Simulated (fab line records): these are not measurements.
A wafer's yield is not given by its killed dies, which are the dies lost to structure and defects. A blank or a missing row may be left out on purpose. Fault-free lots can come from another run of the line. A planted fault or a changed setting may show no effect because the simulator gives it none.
fab line records	flow gf180mcu
[record] lots = 6	wafers = 18	lastDay = 33
route steps=602 shown HV_LDD@200
lots that met no fault: from a run of the same line without faults
startH: hours from the record's first day to the start of the lot's first wafer shown	waitH: time in hours since the lot's previous step	" identical to the entry in the row above	L1.1+2: several wafers, shown together as one row	- no value, or no start was given	* or withheld: withheld	< > ~ a bound
route shown NAME@n: NAME is a module with steps in the file, n the number in the route of the first one	usual: mean/standard deviation of fault-free wafers	same: alike in all rows	chamber/n: place in a boat	sites: the reading at each site	_std_site: the standard deviation of these	_edge_site: inner sites' mean taken away from outer sites' mean	radiusMm: how far each site lies from the wafer's centre	mask NAME#n: copy n	behind: the tool/chamber that last shaped the wafer	hold: reason for holding the lot/hours on hold/outcome of the hold	device: names the non-switching transistor (n, p or np)	end of line: the route-end tests of the same wafers	a step given without rows: its recipe and nothing more	killed: count of dies lost to structure and defects at first sort (not the wafer's yield)	map: a wafer's dies, marking killed ones x, the rest . and places with no die _
set.NAME: the setting that was run; set.NAME@STEP: the one run at that earlier step	model.NAME: the simulator's own value behind a step, which no gauge read
certain route steps with their lots: each step a table, each wafer a row
services: a tool's chamber out of use, with start hour (startH, from the record's first day; less than 0 if before it), hours out, and reason
[[steps]]
[step GF_HV_LDD_DEHYDRATE_24]
[recipe] tempC = 200	timeS = 60
[step GF_HV_LDD_HMDS_25]
[recipe] primeTimeS = 60	primeTempC = 120
[step GF_HV_LDD_COAT_26]
[recipe] resist = NOVOLAK	spinRpm = 3000	resistThkNm = 1000
[step GF_HV_LDD_SOFTBAKE_27]
[recipe] tempC = 90	timeS = 60	resist = NOVOLAK
[step GF_HV_LDD_EXPOSE_28]
[recipe] maskId = Nplus_HV_AREA	targetCdNm = 400	na = 0.6	sourceShape = conventional	sigmaOuter = 0.6	doseMj = 140
[step GF_HV_LDD_PEB_29]
[recipe] tempC = withheld	timeS = *	resist = NOVOLAK
[step GF_HV_LDD_DEVELOP_30]
[recipe] developTimeS = 60	devTempC = 23
[step GF_HV_LDD_CD_MEAS_31]
[recipe] targetCdNm = 400
[usual] cdNm = 400.0/2.2
lot.wafer	tool	chamber	startH	waitH	cdNm
L918.2	cdSem-02	-	265.32	0.1	402.4
L918.3	"	-	"	"	401.1
L918.5	"	-	"	"	401.6
L924.1	cdSem-02	-	323.00	0.1	401.7
L924.2	"	-	"	"	403.0
L924.4	"	-	"	"	401.2
L925.1	cdSem-01	-	323.27	0.1	399.0
L925.3	"	-	"	"	400.7
L925.5	"	-	"	"	400.8
L933.1	cdSem-01	-	385.55	0.1	400.5
L933.4	"	-	"	"	401.0
L933.6	"	-	"	"	397.2
L934.1	cdSem-01	-	391.97	0.1	402.0
L934.3	"	-	"	"	402.4
L934.6	"	-	"	"	401.4
L936.4	cdSem-02	-	408.83	0.1	401.0
L936.5	"	-	"	"	400.6
L936.6	"	-	"	"	400.4
[step GF_HV_LDD_OVL_MEAS_32]
[usual] HV_LDD_02_OVL = 0.3/1.6
lot.wafer	tool	chamber	startH	waitH	HV_LDD_02_OVL[nm]
L918.2	overlay-01	-	265.43	0.1	-0.4
L918.3	"	-	"	"	-1.0
L918.5	"	-	"	"	0.3
L924.1	overlay-01	-	323.12	0.1	0.7
L924.2	"	-	"	"	0.2
L924.4	"	-	"	"	0.3
L925.1	overlay-02	-	323.39	0.1	2.0
L925.3	"	-	"	"	1.5
L925.5	"	-	"	"	3.1
L933.1	overlay-01	-	385.67	0.1	1.0
L933.4	"	-	"	"	-0.4
L933.6	"	-	"	"	0.8
L934.1	overlay-01	-	392.09	0.1	-0.7
L934.3	"	-	"	"	-0.5
L934.6	"	-	"	"	-1.4
L936.4	overlay-02	-	408.90	0.1	1.2
L936.5	"	-	"	"	-0.2
L936.6	"	-	"	"	1.3
[step GF_HV_LDD_IMPLANT_33]
[recipe] species = P	energyKev = 60	doseCm2 = 7.5e+12	tiltDeg = 30	rotationDeg = 0
[step GF_HV_LDD_IMPLANT_34]
[recipe] species = P	energyKev = 60	doseCm2 = 7.5e+12	tiltDeg = 30	rotationDeg = 90
[step GF_HV_LDD_IMPLANT_35]
[recipe] species = P	energyKev = 60	doseCm2 = 7.5e+12	tiltDeg = 30	rotationDeg = 180
[step GF_HV_LDD_IMPLANT_36]
[recipe] species = P	energyKev = 60	doseCm2 = 7.5e+12	tiltDeg = 30	rotationDeg = 270
[usual] beamEnergyKeV = 59.998/0.02	beamOnS = 10.03/0.18	implantIonAmu = 31/0	rotationDeg = 270.00/0.042	tiltDeg = 29.999/0.02
lot.wafer	tool	chamber	startH	waitH	beamEnergyKeV	beamOnS	implantIonAmu	rotationDeg	tiltDeg
L918.2	implanter-03	0	265.93	0.1	59.977	10.28	31	270.03	30.000
L918.3	"	0	"	"	60.006	10.02	31	270.02	30.000
L918.5	"	0	"	"	60.009	9.81	31	269.98	29.978
L924.1	implanter-02	-	323.61	0.1	-	-	-	-	-
L924.2	"	-	"	"	-	-	-	-	-
L924.4	"	-	"	"	-	-	-	-	-
L925.1	implanter-04	-	323.87	0.1	-	-	-	-	-
L925.3	"	-	"	"	-	-	-	-	-
L925.5	"	-	"	"	-	-	-	-	-
L933.1	implanter-02	0	386.15	0.1	60.010	9.88	31	270.00	30.025
L933.4	"	0	"	"	59.980	10.14	31	270.01	30.007
L933.6	"	0	"	"	59.989	9.77	31	269.93	30.028
L934.1	implanter-04	0	392.57	0.1	59.994	9.97	31	269.97	30.020
L934.3	"	0	"	"	60.005	10.17	31	269.99	30.018
L934.6	"	0	"	"	60.014	10.00	31	269.96	30.014
L936.4	implanter-02	0	409.45	0.1	59.955	10.01	31	270.04	30.012
L936.5	"	0	"	"	60.005	9.56	31	270.05	30.031
L936.6	"	0	"	"	59.990	10.11	31	270.04	30.043
[step GF_HV_LDD_STRIP_37]
[recipe] chemistry = O2/N2	powerW = 1400	pressureMtorr = 1500	platenTempC = 250	o2FlowSccm = 3000	n2FlowSccm = 300	overashFraction = 0.5
[usual] drypumpMotorCurrentA = 5.3/0.46	heaterPowerW = 310/44	oesProductAu = 0.716/0.0046	stripTimeToEndpointS = 12.620/0.028
lot.wafer	tool	chamber	startH	waitH	drypumpMotorCurrentA	heaterPowerW	oesProductAu	rfHoursCounterH	stripTimeToEndpointS
L918.2	plasmaAsher-04	1	266.06	0.1	5.2	357	0.720	46	12.621
L918.3	"	1	"	"	5.3	350	0.717	-	12.670
L918.5	"	0	"	"	4.7	283	0.716	-	12.642
L924.1	plasmaAsher-01	0	323.76	0.1	5.6	284	0.715	69	12.642
L924.2	"	1	"	"	4.8	268	0.714	69	12.654
L924.4	"	1	"	"	4.8	276	0.708	-	12.611
L925.1	plasmaAsher-02	0	324.02	0.1	6.1	301	0.723	66	12.633
L925.3	"	0	"	"	6.1	306	0.719	-	12.619
L925.5	"	0	"	"	6.1	304	0.716	-	12.608
L933.1	plasmaAsher-04	0	386.30	0.1	4.7	275	0.723	57	12.625
L933.4	"	0	"	"	4.8	283	0.710	-	12.639
L933.6	"	1	"	"	5.2	353	0.720	-	12.655
L934.1	plasmaAsher-01	1	392.72	0.1	4.8	274	0.713	77	12.635
L934.3	"	0	"	"	5.6	276	0.716	-	12.595
L934.6	"	0	"	"	5.6	286	0.720	-	12.594
L936.4	plasmaAsher-02	1	409.56	0.1	5.5	389	0.717	-	12.586
L936.5	"	1	"	"	5.5	393	0.719	-	12.604
L936.6	"	0	"	"	6.1	314	0.719	-	12.578
[step GF_HV_LDD_TW_MEAS_38]
[usual] HV_LDD_3_TW = 1427/5.6
lot.wafer	tool	chamber	startH	waitH	HV_LDD_3_TW
L918.2	filmMetro-03	-	266.17	0.1	1422
L918.3	"	-	"	"	1417
L918.5	"	-	"	"	1419
L924.1	filmMetro-04	-	323.86	0.1	1301
L924.2	"	-	"	"	1300
L924.4	"	-	"	"	1299
L925.1	filmMetro-04	-	324.12	0.1	1297
L925.3	"	-	"	"	1295
L925.5	"	-	"	"	1300
L933.1	filmMetro-01	-	386.40	0.1	1428
L933.4	"	-	"	"	1426
L933.6	"	-	"	"	1433
L934.1	filmMetro-01	-	392.82	0.1	1429
L934.3	"	-	"	"	1429
L934.6	"	-	"	"	1431
L936.4	filmMetro-03	-	409.65	0.1	1440
L936.5	"	-	"	"	1426
L936.6	"	-	"	"	1428
[step GF_HV_LDD_DEHYDRATE_39]
[recipe] tempC = 200	timeS = 60
[step GF_HV_LDD_HMDS_40]
[recipe] primeTimeS = 60	primeTempC = 120
[step GF_HV_LDD_COAT_41]
[recipe] resist = NOVOLAK	spinRpm = 3000	resistThkNm = 1000
[step GF_HV_LDD_SOFTBAKE_42]
[recipe] tempC = 90	timeS = 60	resist = NOVOLAK
[step GF_HV_LDD_EXPOSE_43]
[recipe] maskId = Pplus_HV_AREA	targetCdNm = 400	na = 0.6	sourceShape = conventional	sigmaOuter = 0.6	doseMj = 140
[step GF_HV_LDD_PEB_44]
[recipe] tempC = withheld	timeS = *	resist = NOVOLAK
[step GF_HV_LDD_DEVELOP_45]
[recipe] developTimeS = 60	devTempC = 23
[step GF_HV_LDD_CD_MEAS_46]
[recipe] targetCdNm = 400
[usual] cdNm = 399.3/2.2
lot.wafer	tool	chamber	startH	waitH	cdNm
L918.2	cdSem-01	-	285.87	0.1	399.0
L918.3	"	-	"	"	401.6
L918.5	"	-	"	"	400.8
L924.1	cdSem-02	-	344.61	0.2	399.2
L924.2	"	-	"	"	399.9
L924.4	"	-	"	"	398.9
L925.1	cdSem-02	-	345.63	0.2	398.2
L925.3	"	-	"	"	395.7
L925.5	"	-	"	"	398.0
L933.1	cdSem-01	-	409.40	0.1	396.3
L933.4	"	-	"	"	397.2
L933.6	"	-	"	"	395.3
L934.1	cdSem-02	-	414.95	0.1	402.3
L934.3	"	-	"	"	401.4
L934.6	"	-	"	"	402.1
L936.4	cdSem-01	-	431.18	0.1	401.4
L936.5	"	-	"	"	401.9
L936.6	"	-	"	"	400.7
[step GF_HV_LDD_OVL_MEAS_47]
[usual] HV_LDD_03_OVL = -0.4/1.3
lot.wafer	tool	chamber	startH	waitH	HV_LDD_03_OVL[nm]
L918.2	overlay-01	-	285.98	0.1	1.2
L918.3	"	-	"	"	-0.4
L918.5	"	-	"	"	-0.3
L924.1	overlay-02	-	344.73	0.1	0.7
L924.2	"	-	"	"	0.7
L924.4	"	-	"	"	-0.1
L925.1	overlay-02	-	345.75	0.1	1.7
L925.3	"	-	"	"	0.7
L925.5	"	-	"	"	1.5
L933.1	overlay-02	-	409.52	0.1	-0.9
L933.4	"	-	"	"	-0.6
L933.6	"	-	"	"	0.1
L934.1	overlay-02	-	415.07	0.1	-1.5
L934.3	"	-	"	"	-0.2
L934.6	"	-	"	"	-0.2
L936.4	overlay-02	-	431.26	0.1	0.3
L936.5	"	-	"	"	1.3
L936.6	"	-	"	"	0.1
[step GF_HV_LDD_IMPLANT_48]
[recipe] species = B	energyKev = 25	doseCm2 = 3e+13	tiltDeg = 7
[step GF_HV_LDD_STRIP_49]
[recipe] chemistry = O2/N2	powerW = 1400	pressureMtorr = 1500	platenTempC = 250	o2FlowSccm = 3000	n2FlowSccm = 300	overashFraction = 0.5
[usual] drypumpMotorCurrentA = 5.5/0.47	heaterPowerW = 323/47	oesProductAu = 0.716/0.005	stripTimeToEndpointS = 12.622/0.03
lot.wafer	tool	chamber	startH	waitH	drypumpMotorCurrentA	heaterPowerW	oesProductAu	rfHoursCounterH	stripTimeToEndpointS
L918.2	plasmaAsher-04	0	286.16	0.1	4.8	278	0.721	47	12.628
L918.3	"	1	"	"	5.3	360	0.716	-	12.647
L918.5	"	0	"	"	4.7	276	0.722	-	12.633
L924.1	plasmaAsher-01	1	344.92	0.1	4.8	272	0.710	72	12.608
L924.2	"	0	"	"	5.6	278	0.706	72	12.615
L924.4	"	0	"	"	5.6	282	0.710	-	12.639
L925.1	plasmaAsher-01	1	345.94	0.1	4.8	273	0.718	72	12.616
L925.3	"	1	"	"	4.8	268	0.710	-	12.646
L925.5	"	1	"	"	4.9	268	0.725	-	12.612
L933.1	plasmaAsher-01	1	409.70	0.1	4.8	273	0.720	79	12.636
L933.4	"	1	"	"	4.8	261	0.716	-	12.636
L933.6	"	0	"	"	5.6	286	0.720	-	12.646
L934.1	plasmaAsher-04	0	415.25	0.1	4.8	274	0.717	60	12.655
L934.3	"	1	"	"	5.2	361	0.716	-	12.656
L934.6	"	0	"	"	4.8	284	0.725	-	12.631
L936.4	plasmaAsher-02	1	431.46	0.1	5.5	385	0.712	-	12.558
L936.5	"	0	"	"	6.1	308	0.721	-	12.658
L936.6	"	1	"	"	5.5	387	0.717	-	12.593
[step GF_HV_LDD_TW_MEAS_50]
[usual] HV_LDD_4_TW = 565.1/2.8
lot.wafer	tool	chamber	startH	waitH	HV_LDD_4_TW
L918.2	filmMetro-01	-	286.27	0.1	562.6
L918.3	"	-	"	"	559.3
L918.5	"	-	"	"	560.0
L924.1	filmMetro-01	-	345.02	0.1	571.4
L924.2	"	-	"	"	568.7
L924.4	"	-	"	"	571.5
L925.1	filmMetro-04	-	346.04	0.1	567.5
L925.3	"	-	"	"	566.2
L925.5	"	-	"	"	568.5
L933.1	filmMetro-04	-	409.80	0.1	567.1
L933.4	"	-	"	"	568.7
L933.6	"	-	"	"	566.9
L934.1	filmMetro-03	-	415.35	0.1	564.5
L934.3	"	-	"	"	564.3
L934.6	"	-	"	"	565.6
L936.4	filmMetro-03	-	431.55	0.1	565.5
L936.5	"	-	"	"	568.5
L936.6	"	-	"	"	564.1
[step GF_HV_LDD_CLEAN_51]
[recipe] chemistry = SC1/SC2	mix = 1:4:20	tempC = 70	timeS = 150	dry = n2Spin
[step GF_HV_LDD_RTA_52]
[recipe] tempC = 1000	timeS = 10	ambient = N2
[usual] lampPowerPct = 32/5	wafer_temp_C_max = 1004.0/0.89
lot.wafer	tool	chamber	startH	waitH	lampPowerPct	wafer_temp_C_max
L918.2	rtpAnneal-01	0	286.38	0.0	26	1003.9
L918.3	"	0	"	"	26	1002.7
L918.5	"	0	"	"	26	1003.0
L924.1	rtpAnneal-02	0	345.18	0.0	36	1004.6
L924.2	"	0	"	"	36	1003.5
L924.4	"	0	"	"	36	1003.9
L925.1	rtpAnneal-02	0	346.15	0.0	36	1004.5
L925.3	"	0	"	"	36	1004.5
L925.5	"	0	"	"	36	1005.1
L933.1	rtpAnneal-02	0	409.91	0.0	36	1005.3
L933.4	"	0	"	"	36	1004.7
L933.6	"	0	"	"	36	1004.8
L934.1	rtpAnneal-02	0	415.47	0.0	36	1004.2
L934.3	"	0	"	"	36	1004.0
L934.6	"	0	"	"	36	1004.3
L936.4	rtpAnneal-02	0	431.67	0.0	36	1002.7
L936.5	"	0	"	"	36	1004.8
L936.6	"	0	"	"	36	1005.1
[step GF_HV_LDD_RS_MEAS_53]
[recipe] thkMeasGauge = four-point-probe
[usual] HV_LDD_RS = 418.4/1.1
lot.wafer	tool	chamber	startH	waitH	HV_LDD_RS[ohm/sq]
L918.2	filmMetro-01	-	286.45	0.1	419.6
L918.3	"	-	"	"	420.1
L918.5	"	-	"	"	418.6
L924.1	filmMetro-04	-	345.25	0.1	438.6
L924.2	"	-	"	"	439.3
L924.4	"	-	"	"	439.4
L925.1	filmMetro-04	-	346.22	0.1	438.9
L925.3	"	-	"	"	439.6
L925.5	"	-	"	"	439.7
L933.1	filmMetro-03	-	409.98	0.1	416.0
L933.4	"	-	"	"	417.3
L933.6	"	-	"	"	416.9
L934.1	filmMetro-04	-	415.53	0.1	417.8
L934.3	"	-	"	"	418.3
L934.6	"	-	"	"	417.6
L936.4	filmMetro-01	-	431.76	0.1	417.3
L936.5	"	-	"	"	417.1
L936.6	"	-	"	"	417.4
[step GF_HV_LDD_CVD_54]
[recipe] material = SiO2	targetThkNm = 10	precursor = TEOS	tempC = 680	timeS = 75	pressureMtorr = 400
[[services]]
tool	chamber	startH	hours	kind
implanter-04	-	244.51	1.8	repair
implanter-04	-	252.95	2.3	repair
implanter-02	-	258.35	17.6	pm
plasmaAsher-04	-	268.51	13.9	repair
implanter-03	-	321.21	6.6	pm
implanter-04	-	374.27	4.6	repair
implanter-03	-	381.25	41.9	pm
implanter-04	-	405.70	6.3	pm
plasmaAsher-01	-	421.25	9.0	pm
plasmaAsher-01	0	421.25	9.0	ventCycle
plasmaAsher-01	1	421.25	9.0	ventCycle
plasmaAsher-01	0	430.25	-	clean
plasmaAsher-01	1	430.25	-	clean
[[key]]
[firstSign] step = GF_HV_LDD_IMPLANT_36	reading = toolRecord	direction = missing
[effect] step = GF_HV_LDD_TW_MEAS_38	reading = HV_LDD_3_TW	direction = down	sigmas = 23	usual = 1427	struck = 1298
[effect] step = GF_HV_LDD_RS_MEAS_53	reading = HV_LDD_RS	direction = up	sigmas = 19	usual = 418.4	struck = 439.3
metAt GF_HV_LDD_IMPLANT_36
struckWafers L924.1,L924.2,L924.4,L925.1,L925.3,L925.5
laterRowsLeftOut L924.1,L924.2,L924.4,L925.1,L925.3,L925.5
sortLeftOut L924.1,L924.2,L924.4,L925.1,L925.3,L925.5
testerLeftOut L924,L925
[fault] kind = skippedStepWhole	tool = implanter-02,implanter-04	chamber = -	onsetH = 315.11	steps = GF_HV_LDD_IMPLANT_36	scope = struckLotsOnly
// testerLeftOut: of these lots the tester's yield and bins aren't shown, on N5 and GAA mostly nor the transistor test; their killed dies are dies lost to structure and defects alone, not to doping, threshold or leakage, so they don't give the yield
// sortLeftOut: the simulated sort isn't trusted on such a fault, so these wafers' sort isn't shown, and their yield isn't known
// laterRowsLeftOut: the simulator's readings of these wafers behind a module that went badly wrong aren't trusted and aren't shown, but for the sort
